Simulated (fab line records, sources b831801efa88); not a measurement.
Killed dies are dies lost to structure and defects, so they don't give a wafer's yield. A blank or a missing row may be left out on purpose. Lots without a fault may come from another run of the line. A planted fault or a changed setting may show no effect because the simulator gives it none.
Which tool did it? | flow sky130 | 11 lots, 33 wafers sampled, at 3 steps of a route of 708

WHAT THE GAUGES READ, wafer by wafer
SKY_POLY_GATE_OVL_MEAS_14.
lot  | measured     | on         | POLY_GATE_OVL (nm)
L327 | day 18 03:04 | overlay-02 | 9 6 8
L328 | day 18 14:58 | overlay-01 | -3 1 -8
L329 | day 19 00:49 | overlay-02 | 9 9 8
L330 | day 19 04:52 | overlay-02 | 2 6 11
L331 | day 19 21:13 | overlay-01 | 6 11 11
L337 | day 22 05:55 | overlay-02 | 1 2 -1
L338 | day 22 11:16 | overlay-02 | 11 6 4
L341 | day 23 20:48 | overlay-01 | 5 6 -5
L342 | day 24 06:47 | overlay-01 | -4 -6 -7
L343 | day 24 09:27 | overlay-01 | -5 6 3
L345 | day 24 13:03 | overlay-02 | 2 12 12

WHICH TOOL RAN EACH LOT (tool, then ch and the chambers of the sampled wafers, then the start)
lot  | SKY_VT_ADJUST_HVTR_STRIP_10          | SKY_SONOS_ONO_STRIP_17
L327 | plasma_asher-01 ch 0,1, day 10 21:47 | plasma_asher-04 ch 0,1, day 14 07:21
L328 | plasma_asher-01 ch 0,1, day 11 08:46 | plasma_asher-04 ch 0,1, day 14 17:50
L329 | plasma_asher-01 ch 0,1, day 11 14:35 | plasma_asher-01 ch 1, day 14 23:08
L330 | plasma_asher-03 ch 0,1, day 11 21:49 | plasma_asher-01 ch 0,1, day 15 06:32
L331 | plasma_asher-01 ch 0,1, day 12 07:26 | plasma_asher-03 ch 0,1, day 15 20:44
L337 | plasma_asher-02 ch 1, day 14 08:32   | plasma_asher-01 ch 0,1, day 18 02:56
L338 | plasma_asher-03 ch 0,1, day 14 14:02 | plasma_asher-04 ch 0,1, day 18 08:49
L341 | plasma_asher-03 ch 0,1, day 15 19:56 | plasma_asher-03 ch 0,1, day 19 17:32
L342 | plasma_asher-01 ch 0,1, day 16 02:07 | plasma_asher-01 ch 0,1, day 20 02:35
L343 | plasma_asher-03 ch 0,1, day 16 04:44 | plasma_asher-01 ch 0,1, day 20 06:41
L345 | plasma_asher-02 ch 0,1, day 16 10:44 | plasma_asher-01 ch 0,1, day 20 08:41
- SKY_VT_ADJUST_HVTR_STRIP_10: strips in O2/N2.
- SKY_SONOS_ONO_STRIP_17: strips in O2/N2.

THE ANSWER, worked out from the rows above alone
Rule: what is usual is taken from the lots themselves. Put in order of their means at a reading, lots are off if they are a third of the lots or fewer, leave a main group of 4 or more, and stand apart from it by a gap of 3 or more times the standard deviation of the main group's means; of several such gaps the widest counts. A main group whose means are all the same, to the digits that the tables above print for the reading, isn't used. A lot without any number at a reading at which 4 lots or more have one is off too. The other lots that the step has rows for count as sound.
No lot is off at any reading shown: from this, nothing can be told.

WHAT THE SIMULATOR HAD PUT IN
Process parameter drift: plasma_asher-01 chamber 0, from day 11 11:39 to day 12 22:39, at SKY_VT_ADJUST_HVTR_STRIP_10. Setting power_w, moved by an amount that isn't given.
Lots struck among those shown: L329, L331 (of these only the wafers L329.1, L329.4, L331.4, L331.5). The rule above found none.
